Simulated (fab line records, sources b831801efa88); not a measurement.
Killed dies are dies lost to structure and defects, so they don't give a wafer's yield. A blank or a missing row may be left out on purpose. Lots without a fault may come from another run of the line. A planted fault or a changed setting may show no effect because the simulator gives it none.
Problem report in the 8D (eight disciplines) form, filled by code | flow gf180mcu | the parts of the form that need people (team, actions taken, sign-off) are left out

1. THE PROBLEM
heater_power_total_W at GF_HV_LDD_SOFTBAKE_42 reads a mean of 54.35 W on 9 wafers of 3 lots; wafers without a fault read 56.60 W with a standard deviation of 0.041. That is -55 standard deviations from the usual mean.
The step: time 60 s.
First seen on wafer L406.4, day 15 21:10, on litho_track-03. The record holds 36 wafers of 12 lots with a number at this step. Rule for "out", or "out of limits": more than 4 standard deviations from the usual mean. The other wafers with a number count as sound.

2. WHAT IT IS AND WHAT IT IS NOT
question                    | is                                 | is not
which readings at this step | heater_power_total_W, plate_temp_C | -
which lots                  | L406, L407, L409                   | L395, L397, L399, L400, L402, L403, L414, L416, L417
which wafers of those lots  | all that have a number             | -
read on which tools         | litho_track-03                     | litho_track-01, litho_track-04
when                        | from day 15 21:10                  | up to then (18 sound wafers); but 9 sound wafers of L414, L416, L417 came after

3. SUSPECTS, AND WHAT RULES EACH OUT
Counting: a tool at a process step up to the reading stays a suspect if it ran every lot that is out and no sound lot after the first of them.
- litho_track-03 at GF_HV_LDD_SOFTBAKE_42 (time 60 s): ruled out as a lasting fault. Sound lots L416 ran on it after its first lot that is out, L406 (day 15 21:10).
Left after counting: nothing in the record.

4. THE CAUSE (what the simulator had put in)
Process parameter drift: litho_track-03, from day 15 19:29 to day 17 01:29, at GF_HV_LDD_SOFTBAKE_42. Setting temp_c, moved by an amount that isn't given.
Counting ruled it out, wrongly.

5. THE CHAIN OF EFFECTS, in route order
Each row: a reading whose mean over the struck wafers that have a number lies more than 3 standard deviations from the usual. Only readings for which the record gives a usual standard deviation are gone through. hours: the time from each lot's start at the first step in this table that gives one to its start at this step, as a median over the lots. sigmas: the change in usual standard deviations.
hours | step                  | reading              | usual   | on struck wafers | change | sigmas
0     | GF_HV_LDD_SOFTBAKE_42 | heater_power_total_W | 56.60 W | 54.35            | -2.25  | -55
0     | GF_HV_LDD_SOFTBAKE_42 | plate_temp_C         | 89.99 C | 87.40            | -2.59  | -22
The process steps in it:
- GF_HV_LDD_SOFTBAKE_42: time 60 s.

6. WHAT WOULD HAVE CAUGHT IT SOONER
In this record the first reading out of limits was taken at day 15 21:10, 2 hours after the fault began at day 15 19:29.
